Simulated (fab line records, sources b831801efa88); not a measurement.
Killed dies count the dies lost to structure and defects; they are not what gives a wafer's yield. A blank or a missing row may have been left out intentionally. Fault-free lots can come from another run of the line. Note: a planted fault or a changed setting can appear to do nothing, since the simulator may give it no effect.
Lot-split experiment ; flow sfq_line ; 5 lots, 23 wafers read, on a route of 325 steps

== ON THE SPLIT ==
At SFQ_TRILAYER_M4_LITHO_COAT_093 (resist thk 600 nm), the setting spin_rpm was moved away from the recipe's 3000 rpm on 8 of the 23 wafers read, by -6.8% to +4.8%. This setting was run at the recipe's value on the other wafers.

The reading is taken at the split's own step.

== THE READING ==
KrF_of_TRILAYER_M4_LITHO_COAT_093.thk_nm (the simulator's own value, which no gauge read), in nm, at SFQ_TRILAYER_M4_LITHO_COAT_093 (resist thk 600 nm). The file gives no usual value for it. Average 600.6 nm, standard deviation 1.2 nm, over the 15 wafers here run with the recipe.

wafer;tool, chamber at the split;spin_rpm as run, rpm;against the recipe;KrF_of_TRILAYER_M4_LITHO_COAT_093.thk_nm, nm;against lot-mates on the recipe
L075.1;litho_track-02, 0;3000;recipe;600.2;-
L075.2;litho_track-02, 0;3144;+4.8%;589.2;-12.1
L075.3;litho_track-02, 0;3144;+4.8%;589.4;-11.9
L075.4;litho_track-02, 0;3000;recipe;602.8;-
L075.5;litho_track-02, 0;3000;recipe;600.8;-
L076.1;litho_track-02, 0;3000;recipe;600.5;-
L076.2;litho_track-02, 0;2797;-6.8%;622.8;+21.8
L076.3;litho_track-02, 0;2797;-6.8%;623.4;+22.4
L076.4;litho_track-02, 0;2797;-6.8%;622.1;+21.1
L076.5;litho_track-02, 0;3000;recipe;601.5;-
L079.1;litho_track-04, 0;3092;+3.1%;589;-10.0
L079.3;litho_track-04, 0;3092;+3.1%;589.7;-9.3
L079.4;litho_track-04, 0;3000;recipe;600;-
L079.5;litho_track-04, 0;3000;recipe;598.1;-
L079.6;litho_track-04, 0;3092;+3.1%;589.2;-9.8
L082.1;litho_track-04, 0;3000;recipe;599.1;-
L082.2;litho_track-04, 0;3000;recipe;600.1;-
L082.4;litho_track-04, 0;3000;recipe;602.4;-
L085.1;litho_track-02, 0;3000;recipe;602.2;-
L085.2;litho_track-02, 0;3000;recipe;600.9;-
L085.3;litho_track-02, 0;3000;recipe;599.6;-
L085.6;litho_track-02, 0;3000;recipe;599.6;-
L085.4;litho_track-02, 0;3000;recipe;600.6;-

THE FIT
A straight line over all 23 wafers: KrF_of_TRILAYER_M4_LITHO_COAT_093.thk_nm changes by -3.13 nm for each +1% of spin_rpm; r = -0.99; the points scatter about the line by 1.7 nm.
The same after taking each lot's own level away (the mean of its wafers on the recipe; 23 wafers): -3.05 nm for each +1%; r = -0.99; scatter 1.3 nm.
The reading moves by 21 nm for the largest change in spin_rpm, on that fit.
From 599.05 to 601.27 nm: that is the span of the lots' own levels, equal to 1.8 times the standard deviation above.
Hence the lot-to-lot level has little effect on the slope; both slopes agree.
Check: for one of the wafers moved furthest among these (-6.8%), held out of the fit, the line's prediction against its lot-mates is +20.7 nm. It came out at +21.8 nm against them.

== OTHER SPLITS ON THESE WAFERS ==
These wafers also went through other splits before the reading. Each is held against what the fit with the lots' levels taken away leaves over:
other split on the same wafers;wafers away from the commonest value;r with KrF_of_TRILAYER_M4_LITHO_COAT_093.thk_nm (lot level and that fit taken away)
SFQ_TRILAYER_I1_VIA_BARC_OPEN_VIA_ETCH_071 time_s;5;+0.41
SFQ_TRILAYER_M2_LITHO_COAT_057 resist_thk_nm;11;-0.17
SFQ_TRILAYER_M2_BARC_OPEN_METAL_ETCH_077 bias_w;8;+0.17
SFQ_TRILAYER_I2_VIA_LITHO_COAT_072 spin_rpm;4;+0.03
SFQ_TRILAYER_I2_VIA_LITHO_COAT_067 spin_rpm;5;+0.06
SFQ_TRILAYER_I2_VIA_BARC_OPEN_VIA_ETCH_096 time_s;7;+0.11
SFQ_TRILAYER_M3_LITHO_COAT_075 resist_thk_nm;5;+0.01
SFQ_TRILAYER_M3_BARC_OPEN_METAL_ETCH_100 bias_w;5;+0.14
SFQ_TRILAYER_I3_VIA_LITHO_COAT_085 resist_thk_nm;7;+0.27
SFQ_TRILAYER_I3_VIA_BARC_OPEN_VIA_ETCH_121 time_s;11;+0.09

== THE FILE'S OWN FIT ==
KrF_of_TRILAYER_M4_LITHO_COAT_093.thk_nm changes by -3 nm for each +1% of spin_rpm, r = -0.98.
